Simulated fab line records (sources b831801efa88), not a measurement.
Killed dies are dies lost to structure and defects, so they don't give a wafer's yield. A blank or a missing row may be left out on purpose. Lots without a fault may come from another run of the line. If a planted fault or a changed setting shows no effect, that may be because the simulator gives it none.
Struck lot and sound lot, side by side ; flow sky130 ; 15 steps out of a route of 708
Sound: wafers L703.2, L703.3, L703.5. Wafers L708.3, L708.5, L708.6 were the ones struck. At the end, the cause is stated.
Per side, at each step with rows, come the tool, then ch with its chambers, and then its first start. Under that, the readings that differ: sound wafers ; struck wafers ; difference of the means ; sigmas: that difference in standard deviations of wafers without a fault.
alike: same words and numbers on both sides, and readings whose means sit less than 2 such deviations apart. not compared: any withheld reading, any reading some wafer has no value for, any bound like >300 that may hide the same value, and any number with overlapping values for which the record gives no deviation.
Wherever a step has rows on one side only, a row that says differs or no value, or a row with sigmas, the two part there. Numbers that don't overlap but have no deviation are shown without sigmas and don't part them. Lack of a reading on every wafer of one side parts them only where that side has two or more wafers.

SKY_METAL4_ETCH_16: etches BARC in N2/H2, stops on SiO2, time 88.2 s, target depth 60 nm.
  sound on rieMetal-04 ch 0,1, day 45 05:52; struck on rieMetal-03 ch 0,1, day 46 11:38
  alike: drypumpMotorCurrentA, n2FlowSccm, oesProductAu, throttleValvePct
  not compared: rfHoursCounterH
SKY_METAL4_ETCH_17: etches SiO2 in C4F8/O2/Ar, stops on TiN, time 3.9 s, target depth 15 nm.
  sound on rieDiel-04 ch 0,2, day 45 05:58; struck on rieDiel-02 ch 0,1, day 46 11:42
  alike: oesProductAu
  not compared: rfHoursCounterH
SKY_METAL4_METAL_ETCH_18: etches the open film in Cl2/BCl3, stops on SiO2, target depth 845 nm, time 183.1 s.
  sound on rieMetal-03 ch 0,1, day 45 05:59; struck on rieMetal-02 ch 0,1, day 46 11:47
reading;sound;struck;difference;sigmas
bcl3FlowSccm (sccm);29.85 30.00 29.86;30.05 30.11 30.15;+0.20;+2
oesProductAu (a.u.);0.863 0.867 0.861;0.878 0.877 0.880;+0.015;+2
throttleValvePct (%);22.274 22.271 22.285;22.264 22.253 22.256;-0.019;-2
  alike: drypumpMotorCurrentA
  not compared: rfHoursCounterH
SKY_METAL4_STRIP_19: strips in O2/N2.
  sound on plasmaAsher-03 ch 1, day 45 06:10; struck on plasmaAsher-03 ch 0,1, day 46 11:56
  alike: drypumpMotorCurrentA, n2FlowSccm, oesProductAu, stripTimeToEndpointS
  not compared: rfHoursCounterH
then, 4 steps without rows for these wafers: SKY_METAL4_STRIP_20 (strips in post etch residue remover, time 1200 s); SKY_METAL4_CLEAN_21 (cleans in IPA, time 180 s); SKY_METAL4_CLEAN_22 (cleans in O3/DIW); SKY_VIA4_HDPCVD_00 (deposits SiO2, target thk 1750 nm, time 291.7 s).
SKY_VIA4_THK_MEAS_01:
  sound on filmMetro-01 at day 45 07:59; struck on filmMetro-03 at day 46 12:41
  alike: VIA4_HDPCVD_THK
SKY_VIA4_CMP_02: polishes SiO2.
  sound on cmp-02 ch 0,1,2, day 45 08:37; struck on cmp-02 ch 0,1, day 46 12:44
  alike: motorCurrentA, retainingRingPressureFrac
SKY_VIA4_BOW_MEAS_03:
  sound on filmMetro-04 at day 45 08:56; struck on filmMetro-03 at day 46 13:04
  alike: VIA4_BOW
then, 1 step without rows for these wafers: SKY_VIA4_DEHYDRATE_04 (time 60 s).
SKY_VIA4_HMDS_05: prime time 60 s.
  sound on lithoTrack-02 ch 0, day 45 18:59; struck on lithoTrack-01 ch 0, day 46 22:42
reading;sound;struck;difference;sigmas
primeTempC (C);119.81 119.99 120.08;122.33 122.35 122.36;+2.39;+18
then, 1 step without rows for these wafers: SKY_VIA4_COAT_06 (resist thk 1140 nm).
-- the record jumps here: 3 days lie between the struck wafers' starts before and after (it left off in module VIA4 and takes up again in module PAD_OPEN, whose first step shown is number 708 of the route) --
SKY_PAD_OPEN_PROBE_99:
  sound on prober-02 at day 48 22:08; struck on prober-01 at day 49 22:32
reading;sound;struck;difference;sigmas
killedShort;47;32 31 38;-13;-2
sort_bin_6_memory (%);9.1;7.1 5.9 5.7;-2.9;-3
  alike: defectLimitedYield, killed_at_M0_to_M3, killed_at_M4_up, killedAtContacts, killedAtFrontEnd, killedAtOther, killedDies, killedOpen, sort_bin_3_pad_short, sort_bin_5_function, sortNPass, sortYieldPct

## WHERE THEY PART
Earliest at SKY_METAL4_METAL_ETCH_18; latest, in this record, at SKY_PAD_OPEN_PROBE_99.

WHY: what had been put in by the simulator
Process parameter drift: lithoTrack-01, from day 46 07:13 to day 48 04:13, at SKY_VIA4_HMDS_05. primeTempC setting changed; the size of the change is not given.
